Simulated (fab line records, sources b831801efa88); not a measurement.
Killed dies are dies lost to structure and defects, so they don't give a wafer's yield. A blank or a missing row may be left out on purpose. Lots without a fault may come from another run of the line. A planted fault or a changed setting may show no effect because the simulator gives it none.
Chamber matching | flow sky130 | SKY_PASSIVATION_CVD_02 on pecvd-03: 3 sister chambers
The step deposits Si3N4, target thk 540 nm. 14 wafers are shown with their chamber, then 7 later ones without.

WAFERS WITH THEIR CHAMBER
wafer  | chamber | heater_power_w (W)
L816.1 | 2       | 788
L816.2 | 0       | 741
L816.3 | 1       | 749
L817.1 | 1       | 785
L817.2 | 2       | 803
L817.6 | 2       | 847
L818.2 | 2       | 813
L818.3 | 1       | 689
L818.5 | 0       | 811
L823.1 | 1       | 769
L823.4 | 2       | 833
L823.5 | 0       | 719
L824.1 | 0       | 691
L824.5 | 2       | 890

SIGNATURES (means of the wafers above)
reading        | chamber 0 | chamber 1 | chamber 2 | scatter within a chamber
heater_power_w | 740.50    | 748.00    | 829.00    | 42.5
Rule: a wafer's distance from a chamber is the root of the sum, over the readings, of the square of ((its reading less the chamber's mean) divided by the reading's scatter). The wafer belongs to the nearest chamber; if the next one is less than 2 further off, it can't be placed. The scatter: the root of (the sum of the squares of (reading less its chamber's mean) over the shown wafers, divided by (wafers less chambers)).

WAFERS WITHOUT THEIR CHAMBER
wafer  | heater_power_w (W)
L824.6 | 720
L833.3 | 807
L833.5 | 794
L833.6 | 816
L835.1 | 893
L835.2 | 666
L835.4 | 710

WHICH CHAMBER EACH WENT THROUGH
wafer  | from the rows above          | in truth
L824.6 | can't be placed: 0 or 1      | 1
L833.3 | can't be placed: 2 or 1 or 0 | 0
L833.5 | can't be placed: 2 or 1 or 0 | 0
L833.6 | can't be placed: 2 or 1 or 0 | 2
L835.1 | can't be placed: 2 or 1      | 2
L835.2 | can't be placed: 0 or 1      | 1
L835.4 | can't be placed: 0 or 1      | 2
Placed correctly: 0 of 7. Can't be placed from these rows: 7 (the true chamber is among the candidates in 6). Placed wrongly: 0.
